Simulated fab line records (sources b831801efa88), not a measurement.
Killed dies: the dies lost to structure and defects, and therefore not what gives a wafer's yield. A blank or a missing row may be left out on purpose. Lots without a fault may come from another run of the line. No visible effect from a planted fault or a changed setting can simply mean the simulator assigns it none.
Which tool is to blame?	flow sky130	Sampling: 24 lots, 72 wafers, 4 of 708 route steps

== WHAT THE GAUGES SHOWED, per wafer ==
SKY_VIA2_BOW_MEAS_03.
lot	measured	on	VIA2_BOW (um)
L074	day 35 16:17	film_metro-04	88 88 92
L075	day 35 18:32	film_metro-04	91 86 89
L076	day 36 06:56	film_metro-03	85 82 77
L077	day 36 09:55	film_metro-02	80 83 85
L078	day 36 17:11	film_metro-04	89 85 79
L079	day 37 03:02	film_metro-02	85 90 73
L080	day 37 20:19	film_metro-03	86 79 84
L081	day 38 00:07	film_metro-02	85 90 79
L082	day 38 02:37	film_metro-02	88 66 75
L083	day 38 08:36	film_metro-04	89 82 71
L084	day 38 20:47	film_metro-04	78 71 90
L085	day 39 02:22	film_metro-02	76 87 85
L086	day 39 08:31	film_metro-04	109 88 86
L087	day 39 22:05	film_metro-03	99 78 90
L088	day 39 22:31	film_metro-03	98 85 85
L089	day 40 10:20	film_metro-02	95 77 86
L090	day 40 15:53	film_metro-04	98 88 80
L091	day 40 19:56	film_metro-04	80 84 75
L092	day 41 05:46	film_metro-04	73 86 95
L093	day 41 09:52	film_metro-02	92 93 97
L094	day 41 17:20	film_metro-04	89 88 82
L095	day 42 00:32	film_metro-03	90 90 87
L096	day 42 08:53	film_metro-04	93 92 83
L097	day 42 13:16	film_metro-04	83 88 82

== WHICH TOOL RAN EACH LOT (tool, then ch and the chambers of the sampled wafers, then the start) ==
lot	SKY_FIELD_ISO_ETCH_15	SKY_METAL2_SPUTTER_01	SKY_METAL2_ETCH_18
L074	rie_diel-01 ch 0,1,3, day 2 05:29	pvd_sputter-04, day 34 12:31	rie_metal-01 ch 0,1, day 35 15:04
L075	rie_diel-03 ch 0,1,2, day 2 09:47	pvd_sputter-04, day 34 14:22	rie_metal-04 ch 0,1, day 35 17:15
L076	rie_diel-04 ch 1,2, day 2 15:25	pvd_sputter-03, day 35 02:58	rie_metal-01 ch 0,1, day 36 05:39
L077	rie_diel-03 ch 0,3, day 2 21:59	pvd_sputter-02, day 35 06:22	rie_metal-04 ch 0,1, day 36 08:40
L078	rie_diel-01 ch 0,2,3, day 3 02:01	pvd_sputter-03, day 35 13:23	rie_metal-01 ch 0,1, day 36 15:56
L079	rie_diel-03 ch 1,2,3, day 3 07:38	pvd_sputter-03, day 36 00:05	rie_metal-03 ch 1, day 37 01:37
L080	rie_diel-01 ch 1,2, day 3 12:20	pvd_sputter-04, day 36 16:21	rie_metal-04 ch 0,1, day 37 19:01
L081	rie_diel-01 ch 0,1, day 3 19:41	pvd_sputter-03, day 36 20:47	rie_metal-03 ch 0, day 37 22:52
L082	rie_diel-03 ch 1,2,3, day 3 21:26	pvd_sputter-02, day 36 22:49	rie_metal-04 ch 0,1, day 38 01:22
L083	rie_diel-04 ch 0,1,2, day 4 03:40	pvd_sputter-04, day 37 04:36	rie_metal-01 ch 0,1, day 38 07:20
L084	rie_diel-01 ch 0,2,3, day 4 08:50	pvd_sputter-02, day 37 17:13	rie_metal-04 ch 0,1, day 38 19:30
L085	rie_diel-01 ch 1,2, day 4 14:19	pvd_sputter-03, day 37 22:50	rie_metal-01 ch 0,1, day 39 00:46
L086	rie_diel-03 ch 1,2, day 4 21:02	pvd_sputter-03, day 38 04:41	rie_metal-03 ch 0, day 39 07:05
L087	rie_diel-01 ch 0,2, day 5 02:14	pvd_sputter-04, day 38 18:46	rie_metal-04 ch 0,1, day 39 20:49
L088	rie_diel-03 ch 2,3, day 5 06:35	pvd_sputter-04, day 38 19:10	rie_metal-01 ch 0,1, day 39 21:12
L089	rie_diel-04 ch 0,1,3, day 5 10:02	pvd_sputter-03, day 39 07:16	rie_metal-04 ch 0,1, day 40 09:07
L090	rie_diel-01 ch 1,3, day 5 16:05	pvd_sputter-04, day 39 12:37	rie_metal-04 ch 0, day 40 14:40
L091	rie_diel-01 ch 0,2,3, day 5 22:14	pvd_sputter-03, day 39 17:20	rie_metal-01 ch 0,1, day 40 18:29
L092	rie_diel-04 ch 1,2,3, day 6 02:29	pvd_sputter-02, day 40 02:22	rie_metal-04 ch 0,1, day 41 04:05
L093	rie_diel-01 ch 0,1,2, day 6 08:10	pvd_sputter-04, day 40 07:12	rie_metal-01 ch 0,1, day 41 08:31
L094	rie_diel-04 ch 1,2, day 6 12:11	pvd_sputter-02, day 40 14:21	rie_metal-03 ch 0,1, day 41 16:00
L095	rie_diel-03 ch 2,3, day 6 18:52	pvd_sputter-03, day 40 23:05	rie_metal-01 ch 1, day 41 23:11
L096	rie_diel-04 ch 0,1,3, day 7 01:05	pvd_sputter-02, day 41 06:46	rie_metal-04 ch 0,1, day 42 07:39
L097	rie_diel-04 ch 1,2,3, day 7 07:14	pvd_sputter-03, day 41 11:32	rie_metal-04 ch 0,1, day 42 11:32
- SKY_FIELD_ISO_ETCH_15: etches the open film in CHF3/O2, stops on Si, target depth 180 nm, time 72 s.
- SKY_METAL2_SPUTTER_01: material TiN, target thk 20 nm, time 16.7 s.
- SKY_METAL2_ETCH_18: etches BARC in N2/H2, stops on SiO2, time 45.9 s, target depth 60 nm.

== WHAT THE TOOLS THEMSELVES READ (means of the sampled wafers that have a number; where no wafer has one, the mark that the record gives instead) ==
SKY_FIELD_ISO_ETCH_15.
lot	tool	drypump_motor_current_A (A)	oes_product_au (a.u.)	throttle_valve_pct (%)
L074	rie_diel-01	5.6	0.951	8.853
L075	rie_diel-03	5.3	0.959	8.842
L076	rie_diel-04	5.9	0.943	8.838
L077	rie_diel-03	5.3	0.938	8.833
L078	rie_diel-01	5.8	0.955	8.849
L079	rie_diel-03	5.5	0.945	8.849
L080	rie_diel-01	6.0	0.940	8.841
L081	rie_diel-01	5.6	0.951	8.846
L082	rie_diel-03	5.5	0.944	8.853
L083	rie_diel-04	5.9	0.946	8.848
L084	rie_diel-01	5.8	0.950	8.850
L085	rie_diel-01	5.7	0.946	8.852
L086	rie_diel-03	5.6	0.937	8.840
L087	rie_diel-01	6.1	0.951	8.845
L088	rie_diel-03	5.7	0.950	8.838
L089	rie_diel-04	6.0	0.946	8.842
L090	rie_diel-01	5.5	0.956	8.849
L091	rie_diel-01	5.8	0.952	8.855
L092	rie_diel-04	6.0	0.941	8.850
L093	rie_diel-01	5.8	0.948	8.849
L094	rie_diel-04	6.1	0.940	8.838
L095	rie_diel-03	5.6	0.946	8.846
L096	rie_diel-04	6.0	0.954	8.854
L097	rie_diel-04	6.0	0.948	8.846

SKY_METAL2_SPUTTER_01.
lot	tool	throttle_valve_pct (%)
L074	pvd_sputter-04	30.1
L075	pvd_sputter-04	30.4
L076	pvd_sputter-03	30.2
L077	pvd_sputter-02	30.2
L078	pvd_sputter-03	30.7
L079	pvd_sputter-03	29.6
L080	pvd_sputter-04	30.1
L081	pvd_sputter-03	30.0
L082	pvd_sputter-02	30.0
L083	pvd_sputter-04	30.7
L084	pvd_sputter-02	30.1
L085	pvd_sputter-03	29.3
L086	pvd_sputter-03	29.8
L087	pvd_sputter-04	30.4
L088	pvd_sputter-04	29.9
L089	pvd_sputter-03	30.2
L090	pvd_sputter-04	30.5
L091	pvd_sputter-03	29.8
L092	pvd_sputter-02	29.3
L093	pvd_sputter-04	30.2
L094	pvd_sputter-02	29.5
L095	pvd_sputter-03	29.9
L096	pvd_sputter-02	29.5
L097	pvd_sputter-03	30.4

SKY_METAL2_ETCH_18.
lot	tool	drypump_motor_current_A (A)	oes_product_au (a.u.)	throttle_valve_pct (%)
L074	rie_metal-01	6.2	0.857	13.233
L075	rie_metal-04	5.9	0.854	13.223
L076	rie_metal-01	6.2	0.851	13.232
L077	rie_metal-04	5.8	0.852	13.226
L078	rie_metal-01	6.2	0.856	13.219
L079	rie_metal-03	6.2	0.859	13.228
L080	rie_metal-04	5.8	0.851	13.215
L081	rie_metal-03	5.7	0.853	13.219
L082	rie_metal-04	5.8	0.856	13.221
L083	rie_metal-01	5.8	0.856	13.223
L084	rie_metal-04	5.8	0.857	13.228
L085	rie_metal-01	6.2	0.857	13.228
L086	rie_metal-03	5.7	0.854	13.225
L087	rie_metal-04	5.8	0.854	13.227
L088	rie_metal-01	6.2	0.851	13.231
L089	rie_metal-04	5.9	0.859	13.221
L090	rie_metal-04	6.1	0.852	13.215
L091	rie_metal-01	5.8	0.855	13.223
L092	rie_metal-04	5.8	0.856	13.241
L093	rie_metal-01	6.2	0.847	13.225
L094	rie_metal-03	5.8	0.852	13.240
L095	rie_metal-01	5.4	0.856	13.223
L096	rie_metal-04	5.8	0.856	13.225
L097	rie_metal-04	5.9	0.854	13.225

== THE ANSWER, worked out from the rows above alone ==
Rule: what is usual is taken from the lots themselves. The widest of any qualifying gaps counts: lots, ordered by their means at a reading, are off when they make up no more than a third of the lots, leave a main group of 4 or more, and stand apart from it by 3 or more times the standard deviation of that group's means. Not used: any main group whose means are identical at the precision the tables above print for the reading. A lot without any number at a reading at which 4 lots or more have one is off too. The other lots that the step has rows for count as sound. The gauges are gone through in route order, then the tools' own readings, and for those a lot's mean is taken as printed above. The first step at which some lot is off is used, and at that step the reading that is off furthest; a lot without a number counts as furthest.
No lot is off on any of the readings shown, so nothing can be concluded from this.

== WHAT THE SIMULATOR HAD INSERTED ==
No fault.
